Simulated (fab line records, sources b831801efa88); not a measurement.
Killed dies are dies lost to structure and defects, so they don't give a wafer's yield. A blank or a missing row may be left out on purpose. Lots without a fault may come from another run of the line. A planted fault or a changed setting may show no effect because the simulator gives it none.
Which tool did it? | flow sfq_line | 7 lots, 21 wafers sampled, at 3 steps of a route of 325

WHAT THE GAUGES READ, wafer by wafer
SFQ_I4_BOW_MEAS_927.
lot  | measured     | on            | I4_BOW (um)
L676 | day 37 12:55 | film_metro-02 | 12 24 21
L678 | day 37 20:37 | film_metro-04 | 10 16 7
L681 | day 38 14:35 | film_metro-04 | 16 5 12
L684 | day 39 12:35 | film_metro-02 | 7 -18 -13
L686 | day 39 21:55 | film_metro-02 | -9 -11 -2
L689 | day 41 00:54 | film_metro-01 | 0 10 5
L691 | day 41 15:49 | film_metro-04 | 5 -5 -7

WHICH TOOL RAN EACH LOT (tool, then ch and the chambers of the sampled wafers, then the start)
lot  | SFQ_TRILAYER_I2_VIA_STRIP_STRIP_071 | SFQ_TRILAYER_I3_VIA_ETCH_VIA_ETCH_088
L676 | rie_metal-02 ch 0,1, day 24 19:57   | rie_diel-03 ch 1,2,3, day 33 06:35
L678 | rie_metal-01 ch 0,1, day 25 22:06   | rie_diel-02 ch 1,3, day 33 16:11
L681 | rie_metal-01 ch 0,1, day 27 18:12   | rie_diel-04 ch 0,3, day 34 19:35
L684 | rie_metal-03 ch 0,1, day 29 01:49   | rie_diel-02 ch 1,2,3, day 35 20:08
L686 | rie_metal-01 ch 0,1, day 29 22:13   | rie_diel-03 ch 1,2,3, day 36 03:26
L689 | rie_metal-02 ch 0,1, day 30 22:13   | rie_diel-04 ch 0,2, day 37 07:05
L691 | rie_metal-01 ch 0,1, day 31 10:13   | rie_diel-03 ch 1,2, day 37 16:41
- SFQ_TRILAYER_I2_VIA_STRIP_STRIP_071: strips in O2.
- SFQ_TRILAYER_I3_VIA_ETCH_VIA_ETCH_088: etches SiO2 in CHF3, stops on Nb, target depth 260 nm.

THE ANSWER, worked out from the rows above alone
Rule: what is usual is taken from the lots themselves. Put in order of their means at a reading, lots are off if they are a third of the lots or fewer, leave a main group of 4 or more, and stand apart from it by a gap of 3 or more times the standard deviation of the main group's means; of several such gaps the widest counts. A main group whose means are all the same, to the digits that the tables above print for the reading, isn't used. A lot without any number at a reading at which 4 lots or more have one is off too. The other lots that the step has rows for count as sound.
No lot is off at any reading shown: from this, nothing can be told.

WHAT THE SIMULATOR HAD PUT IN
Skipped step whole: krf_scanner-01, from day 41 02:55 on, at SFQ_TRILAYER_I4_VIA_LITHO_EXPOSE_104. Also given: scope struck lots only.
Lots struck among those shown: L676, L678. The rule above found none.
